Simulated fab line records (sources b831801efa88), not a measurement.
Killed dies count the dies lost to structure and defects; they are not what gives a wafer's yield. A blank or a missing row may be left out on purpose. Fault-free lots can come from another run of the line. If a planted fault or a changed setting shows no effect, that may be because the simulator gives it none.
Which tool did it? | flow gf180mcu | 39 wafers from 13 lots sampled at 2 of the route's 602 steps

## WHAT EACH GAUGE READ, for each wafer
GF_SAB_THK_MEAS_01. Usual: SAB_CVD_00_THK gives 50.1 nm (standard deviation 0.75).
lot  | measured     | on           | SAB_CVD_00_THK (nm) | flag
L467 | day 14 05:50 | filmMetro-02 | 49.5 49.8 49.0      | 
L468 | day 14 16:19 | filmMetro-02 | 50.6 51.6 50.9      | 
L470 | day 15 08:48 | filmMetro-03 | 50.9 49.6 49.9      | 
L471 | day 15 12:05 | filmMetro-01 | 50.2 49.9 50.4      | 
L473 | day 16 05:13 | filmMetro-02 | 49.5 50.9 51.0      | 
L475 | day 16 23:46 | filmMetro-02 | 49.0 48.9 49.7      | 
L476 | day 17 09:56 | filmMetro-03 | 50.1 50.2 50.3      | 
L477 | day 17 21:35 | filmMetro-03 | 49.5 49.9 50.7      | 
L481 | day 19 07:36 | filmMetro-01 | 48.5 49.2 49.5      | 
L482 | day 19 13:05 | filmMetro-01 | 49.4 50.7 50.4      | 
L487 | day 21 09:35 | filmMetro-01 | 50.0 49.2 50.2      | 
L489 | day 21 20:44 | filmMetro-01 | 49.8 49.2 49.7      | 
L490 | day 22 12:35 | filmMetro-01 | 50.9 49.9 50.5      | 

## TOOL THAT RAN EACH LOT (tool first, then ch and the chambers of the sampled wafers, then the start)
lot  | GF_PSD_STRIP_10
L467 | plasmaAsher-03 ch 0,1, day 14 05:17
L468 | plasmaAsher-04 ch 0,1, day 14 15:47
L470 | plasmaAsher-04 ch 0,1, day 15 08:14
L471 | plasmaAsher-02 ch 0,1, day 15 11:32
L473 | plasmaAsher-02 ch 1, day 16 04:39
L475 | plasmaAsher-03 ch 0,1, day 16 23:12
L476 | plasmaAsher-04 ch 0,1, day 17 09:23
L477 | plasmaAsher-03 ch 0,1, day 17 21:02
L481 | plasmaAsher-03 ch 0,1, day 19 07:03
L482 | plasmaAsher-03 ch 0,1, day 19 12:27
L487 | plasmaAsher-02 ch 0,1, day 21 09:02
L489 | plasmaAsher-03 ch 0,1, day 21 20:11
L490 | plasmaAsher-04 ch 0,1, day 22 12:02
- GF_PSD_STRIP_10: strips in O2/N2.

## WHAT THE TOOLS THEMSELVES READ (means of the sampled wafers that have a number; where no wafer has one, the mark that the record gives instead)
GF_PSD_STRIP_10. Usual: drypumpMotorCurrentA 5.9 A, standard deviation 0.58; heaterPowerW 373 W, standard deviation 57; oesProductAu 0.591 a.u., standard deviation 0.0051; stripTimeToEndpointS 16.54 s, standard deviation 0.032.
lot  | tool           | drypumpMotorCurrentA (A) | heaterPowerW (W) | oesProductAu (a.u.) | stripTimeToEndpointS (s) | flag
L467 | plasmaAsher-03 | 6.0                      | 349              | 0.593               | 16.56                    | 
L468 | plasmaAsher-04 | 5.2                      | 328              | 0.591               | 16.56                    | 
L470 | plasmaAsher-04 | 5.7                      | 328              | 0.594               | 16.55                    | 
L471 | plasmaAsher-02 | 6.2                      | 424              | 0.591               | 16.56                    | 
L473 | plasmaAsher-02 | 6.2                      | 453              | 0.588               | 16.60                    | 
L475 | plasmaAsher-03 | 5.8                      | 402              | 0.584               | 16.50                    | 
L476 | plasmaAsher-04 | 5.2                      | 329              | 0.591               | 16.55                    | 
L477 | plasmaAsher-03 | 5.8                      | 397              | 0.582               | 16.52                    | 
L481 | plasmaAsher-03 | 5.8                      | 388              | 0.595               | 16.55                    | 
L482 | plasmaAsher-03 | 5.8                      | 396              | 0.584               | 16.57                    | 
L487 | plasmaAsher-02 | 6.3                      | 402              | 0.592               | 16.51                    | 
L489 | plasmaAsher-03 | 5.8                      | 388              | 0.593               | 16.50                    | 
L490 | plasmaAsher-04 | 5.7                      | 332              | 0.590               | 16.54                    | 

## THE ANSWER, worked out from the rows above alone
Rule: take the mean of a lot's wafers that have a number; if it is more than 3 standard deviations from the usual mean, the lot is off. A lot without any number at a reading at which 4 lots or more have one is off too. The other lots that the step has rows for count as sound. Order of review: gauges by route order, followed by the tools' own readings, for which a lot's mean as printed above is used. The first step at which some lot is off is used, and at that step the reading that is off furthest; a lot without a number counts as furthest.
Nothing can be told from this: no lot is off at any reading shown.

## WHAT THE SIMULATOR PUT IN
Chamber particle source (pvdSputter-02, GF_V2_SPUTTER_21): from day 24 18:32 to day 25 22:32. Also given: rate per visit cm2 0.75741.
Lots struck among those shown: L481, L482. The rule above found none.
